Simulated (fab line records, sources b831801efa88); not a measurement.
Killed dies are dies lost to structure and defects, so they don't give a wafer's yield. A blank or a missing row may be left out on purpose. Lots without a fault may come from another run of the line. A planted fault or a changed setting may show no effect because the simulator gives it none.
Which tool did it? | flow sky130 | 7 lots, 21 wafers sampled, at 4 steps of a route of 708

WHAT THE GAUGES READ, wafer by wafer
SKY_SD_N_TW_MEAS_12.
lot  | measured     | on            | SD_N_TW
L893 | day 28 03:40 | film_metro-04 | 3966 3983 3966
L898 | day 31 01:58 | film_metro-02 | 30 30 30
L899 | day 31 03:19 | film_metro-04 | 3856 3871 3854
L906 | day 32 15:38 | film_metro-02 | 3969 3973 3968
L909 | day 33 08:33 | film_metro-01 | 3984 3993 3985
L911 | day 34 03:29 | film_metro-02 | 3956 3998 3966
L914 | day 35 00:05 | film_metro-02 | 3935 3937 3953

WHICH TOOL RAN EACH LOT (tool, then ch and the chambers of the sampled wafers, then the start)
lot  | SKY_POLY_CUT_STRIP_12                | SKY_RES_XHIGH_STRIP_08               | SKY_SD_N_STRIP_11
L893 | plasma_asher-01 ch 0,1, day 24 13:34 | plasma_asher-02 ch 0,1, day 26 22:25 | plasma_asher-02 ch 0,1, day 28 03:34
L898 | plasma_asher-01 ch 0,1, day 27 14:25 | plasma_asher-01 ch 0,1, day 29 21:49 | plasma_asher-02 ch 0,1, day 31 01:52
L899 | plasma_asher-03 ch 0,1, day 27 14:46 | plasma_asher-02 ch 0,1, day 29 23:04 | plasma_asher-02 ch 0,1, day 31 03:13
L906 | plasma_asher-01 ch 0,1, day 29 03:45 | plasma_asher-01 ch 0, day 31 12:22   | plasma_asher-03 ch 0,1, day 32 15:31
L909 | plasma_asher-01 ch 0,1, day 29 22:53 | plasma_asher-04 ch 0,1, day 32 05:57 | plasma_asher-03 ch 0,1, day 33 08:28
L911 | plasma_asher-02 ch 0,1, day 30 17:58 | plasma_asher-02 ch 0,1, day 33 00:58 | plasma_asher-04 ch 0,1, day 34 03:23
L914 | plasma_asher-01 ch 0,1, day 31 15:11 | plasma_asher-04 ch 0,1, day 33 22:01 | plasma_asher-03 ch 0,1, day 34 23:59
- SKY_POLY_CUT_STRIP_12: strips in O2/N2.
- SKY_RES_XHIGH_STRIP_08: strips in O2/N2.
- SKY_SD_N_STRIP_11: strips in O2/N2.

THE ANSWER, worked out from the rows above alone
Rule: what is usual is taken from the lots themselves. Put in order of their means at a reading, lots are off if they are a third of the lots or fewer, leave a main group of 4 or more, and stand apart from it by a gap of 3 or more times the standard deviation of the main group's means; of several such gaps the widest counts. A main group whose means are all the same, to the digits that the tables above print for the reading, isn't used. A lot without any number at a reading at which 4 lots or more have one is off too. The other lots that the step has rows for count as sound.
Off: L898, at SKY_SD_N_TW_MEAS_12 (SD_N_TW). The main group: mean 3951, standard deviation 43.
A tool fits if, at a process step before that reading, it ran every lot that is off, and no sound lot after the first of them. The gauges at SKY_SD_N_TW_MEAS_12 are tried like those tools. None of those tried fits.

WHAT THE SIMULATOR HAD PUT IN
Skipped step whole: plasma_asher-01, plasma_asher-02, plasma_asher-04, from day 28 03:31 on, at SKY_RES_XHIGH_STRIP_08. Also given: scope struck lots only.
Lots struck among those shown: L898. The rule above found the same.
